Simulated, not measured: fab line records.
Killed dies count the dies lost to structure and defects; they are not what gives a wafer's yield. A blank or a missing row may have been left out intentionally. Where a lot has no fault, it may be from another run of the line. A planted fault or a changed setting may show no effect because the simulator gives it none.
A struck lot beside a sound one / flow sky130 / 31 out of 708 route steps
Sound: wafers L179.2, L179.5, L179.6. Struck: wafers L180.1, L180.3, L180.5. The cause is named last.
At each step with rows: each side's tool, then ch and its chambers, then its first start. Under that, the readings that differ: sound wafers / struck wafers / difference of the means / sigmas: that difference in standard deviations of wafers without a fault.
alike: a reading whose means differ by less than 2 such deviations, as well as words and numbers matching on both sides. not compared: withheld readings; readings where some wafer has no value; bounds like >300 that might hide an equal value; numbers whose values overlap and for which the record gives no deviation.
A row with sigmas, a row that says differs or no value, or rows on one side alone: a step with any of these is where the two part. Numbers that don't overlap but have no deviation are shown without sigmas and don't part them. A reading that every wafer of one side lacks parts them only if that side has two wafers or more.

first, 1 step without rows for these wafers: SKY_FIELD_ISO_ANNEAL_26 (time 1800 s).
SKY_FIELD_ISO_CMP_27: polishes, stops on Si3N4, t overpolish 16 s, target thk 457.8 nm.
  sound on cmp-01 ch 1,2,3, day 2 20:50; struck on cmp-02 ch 0,1, day 3 00:08
  alike: motor-current-A, overpolish-run-s, time-to-endpoint-s
then, 5 steps without rows for these wafers: SKY_FIELD_ISO_WET_ETCH_28 (etches SiO2 in dHF, target depth 23.7 nm, time 47 s); SKY_FIELD_ISO_WET_ETCH_29 (etches Si3N4 in H3PO4, target depth 160 nm, time 1825 s); SKY_FIELD_ISO_WET_ETCH_30 (etches SiO2 in dHF, target depth 25 nm, time 50 s); SKY_NWELL_CLEAN_00 (cleans in SC1/SC2, time 150 s); SKY_NWELL_OXIDATION_01 (stabilise 600 s, purge 300 s, target thk 10 nm).
SKY_NWELL_THK_MEAS_02:
  sound on film-metro-03, day 3 00:04; struck on film-metro-02, day 3 03:16
  alike: NWELL_OXIDATION_THK
then, 4 steps without rows for these wafers: SKY_DNWELL_DEHYDRATE_00 (time 60 s); SKY_DNWELL_HMDS_01 (prime time 60 s); SKY_DNWELL_COAT_02 (resist thk 3000 nm); SKY_DNWELL_SOFTBAKE_03.
SKY_DNWELL_EXPOSE_04: exposes mask DNM, target cd 3000 nm.
  sound on iline-stepper-01 ch 0, day 3 08:08; struck on iline-stepper-01 ch 0, day 3 10:46
reading=mask; sound=DNM#0 DNM#0 DNM#0; struck=PWDEM#0 PWDEM#0 PWDEM#0; difference=differs; sigmas=
then, 3 steps without rows for these wafers: SKY_DNWELL_PEB_05; SKY_DNWELL_DEVELOP_06 (develop time 60 s); SKY_DNWELL_IMPLANT_07.
SKY_DNWELL_STRIP_08: strips in O2/N2.
  sound on plasma-asher-01 ch 0,1, day 3 16:57; struck on plasma-asher-03 ch 1, day 3 19:06
  alike: drypump-motor-current-A, oes-product-au, strip-time-to-endpoint-s
  not compared: rf-hours-counter-h
SKY_DNWELL_TW_MEAS_09:
  sound on film-metro-01, day 3 17:04; struck on film-metro-02, day 3 19:12
reading=DNWELL_TW; sound=1111 1115 1110; struck=29 29 29; difference=-1083; sigmas=-72
then, 7 steps without rows for these wafers: SKY_PWDE_DEHYDRATE_00 (time 60 s); SKY_PWDE_HMDS_01 (prime time 60 s); SKY_PWDE_COAT_02 (resist thk 3000 nm); SKY_PWDE_SOFTBAKE_03; SKY_PWDE_EXPOSE_04 (exposes mask PWDEM, target cd 840 nm); SKY_PWDE_PEB_05; SKY_PWDE_DEVELOP_06 (develop time 60 s).
SKY_PWDE_OVL_MEAS_07:
  sound on overlay-02, day 4 08:44; struck on overlay-02, day 4 11:21
  alike: PWDE_OVL
after that, 1 step had no rows for these wafers: SKY_PWDE_IMPLANT_08.
SKY_PWDE_STRIP_09: strips in O2/N2.
  sound on plasma-asher-03 ch 0,1, day 4 08:55; struck on plasma-asher-03 ch 0,1, day 4 11:32
  alike: drypump-motor-current-A, oes-product-au, strip-time-to-endpoint-s
  not compared: rf-hours-counter-h
SKY_PWDE_TW_MEAS_10:
  sound on film-metro-01, day 4 09:01; struck on film-metro-02, day 4 11:38
reading=PWDE_TW; sound=376 376 377; struck=1090 1095 1100; difference=+719; sigmas=+99 or more
then, 1 step without rows for these wafers: SKY_NWELL_DEHYDRATE_03 (time 60 s).
-- the record jumps here: 42 days lie between the struck wafers' starts before and after (it left off in module NWELL and takes up again in module PAD_OPEN, whose first step shown is number 708 of the route) --
SKY_PAD_OPEN_PROBE_99:
  only the struck wafers here have rows in the record (prober-02, day 46 04:41); the sound ones have none

## WHERE THEY PART
First at SKY_DNWELL_EXPOSE_04; last, within this record, at SKY_PAD_OPEN_PROBE_99.

WHY: the cause the simulator had injected
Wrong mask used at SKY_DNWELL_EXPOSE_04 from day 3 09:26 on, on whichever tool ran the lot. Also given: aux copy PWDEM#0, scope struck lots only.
